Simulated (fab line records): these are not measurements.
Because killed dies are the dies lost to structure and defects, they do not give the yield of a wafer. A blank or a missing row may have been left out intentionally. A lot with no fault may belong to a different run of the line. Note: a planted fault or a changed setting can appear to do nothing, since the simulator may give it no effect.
A lot that was struck, set against a sound lot	flow sky130	17 out of 708 route steps
Sound: these wafers, L986.3, L986.5, L986.6. The struck wafers were L975.1, L975.4, L975.6. Last of all comes the cause.
Each step with rows lists, per side, the tool, then ch with its chambers, then its first start. Under that, the readings that differ: sound wafers	struck wafers	difference of the means	sigmas: that difference in standard deviations of wafers without a fault.
alike: readings whose means differ by less than 2 such deviations, and words and numbers that are the same on both sides. not compared: withheld readings, readings that some wafer has no value for, bounds like >300 that may hide the same value, and numbers for which the record gives no deviation and whose values overlap.
Wherever a step has rows on one side only, a row that says differs or no value, or a row with sigmas, the two part there. Numbers that have no deviation but don't overlap get no sigmas and don't part them. Lack of a reading on every wafer of one side parts them only where that side has two or more wafers.

SKY_VT_ADJUST_HVTP_OVL_MEAS_08:
  sound on overlay-01, day 9 14:07; struck on overlay-01, day 6 22:08
  alike: VT_ADJUST_HVTP_OVL
following that, these wafers have no rows for 1 step: SKY_VT_ADJUST_HVTP_IMPLANT_09.
SKY_VT_ADJUST_HVTP_STRIP_10: strips in O2/N2.
  sound on plasmaAsher-04 ch 0,1, day 9 14:19; struck on plasmaAsher-04 ch 0,1, day 6 22:19
  alike: drypumpMotorCurrentA, oesProductAu, stripTimeToEndpointS
  not compared: rfHoursCounterH
SKY_VT_ADJUST_HVTP_TW_MEAS_11:
  sound on filmMetro-04, day 9 14:25; struck on filmMetro-04, day 6 22:25
  alike: VT_ADJUST_HVTP_TW
then, 7 steps without rows for these wafers: SKY_VT_ADJUST_LVTN_DEHYDRATE_00 (time 60 s); SKY_VT_ADJUST_LVTN_HMDS_01 (prime time 60 s); SKY_VT_ADJUST_LVTN_COAT_02 (resist thk 3000 nm); SKY_VT_ADJUST_LVTN_SOFTBAKE_03; SKY_VT_ADJUST_LVTN_EXPOSE_04 (exposes mask NWM COMPLEMENT LESS NATIVE, target cd 840 nm); SKY_VT_ADJUST_LVTN_PEB_05; SKY_VT_ADJUST_LVTN_DEVELOP_06 (develop time 60 s).
SKY_VT_ADJUST_LVTN_OVL_MEAS_07:
  sound on overlay-02, day 10 12:02; struck on overlay-01, day 7 18:11
  alike: VT_ADJUST_LVTN_OVL
SKY_VT_ADJUST_LVTN_IMPLANT_08:
  sound on implanter-02 ch 0, day 10 12:07; struck on implanter-03 ch 0, day 7 18:40
  alike: endStationPressureTorr
SKY_VT_ADJUST_LVTN_STRIP_09: strips in O2/N2.
  sound on plasmaAsher-01 ch 0,1, day 10 12:15; struck on plasmaAsher-01 ch 1, day 7 18:49
  alike: drypumpMotorCurrentA, oesProductAu, stripTimeToEndpointS
  not compared: rfHoursCounterH
SKY_VT_ADJUST_LVTN_TW_MEAS_10:
  sound on filmMetro-02, day 10 12:20; struck on filmMetro-01, day 7 18:55
reading	sound	struck	difference	sigmas
VT_ADJUST_LVTN_TW	240.2 239.6 239.5	296.4 297.0 297.3	+57.1	+25
then, 1 step without rows for these wafers: SKY_VT_ADJUST_LVTN_DEHYDRATE_11 (time 60 s).
-- record jumps: 39 days separate the struck wafers' starts on either side; left off in module VT_ADJUST_LVTN, taken up again in module PAD_OPEN, whose first shown step is the route's number 708 --
SKY_PAD_OPEN_PROBE_99:
  sound on prober-02, day 49 02:07; struck on prober-01, day 46 14:21
reading	sound	struck	difference	sigmas
model.etest.nfet_01v8_lvt.vtSatV (V)	0.552 0.5478 0.5553	0.579 0.5615 0.5724	+0.019	
  alike: killed_at_M0_to_M3, killed_at_M4_up, killedAtContacts, killedAtFrontEnd, killedAtOther, killedDies, killedOpen, killedShort
  not compared: model.etest.nfet_01v8_lvt.driveUaUm, model.etest.nfet_01v8_turned.driveUaUm, model.etest.nfet_01v8.driveUaUm, model.etest.nfet_01v8_swapped.driveUaUm, model.etest.nfet_01v8_lvt.vtV, model.etest.nfet_01v8.vtSatV, model.etest.nfet_01v8_turned.vtSatV

== WHERE THEY PART ==
Only at SKY_VT_ADJUST_LVTN_TW_MEAS_10, within this record. Later steps at which nothing parts them and some readings are alike: SKY_PAD_OPEN_PROBE_99.

WHY: what the simulator had put in
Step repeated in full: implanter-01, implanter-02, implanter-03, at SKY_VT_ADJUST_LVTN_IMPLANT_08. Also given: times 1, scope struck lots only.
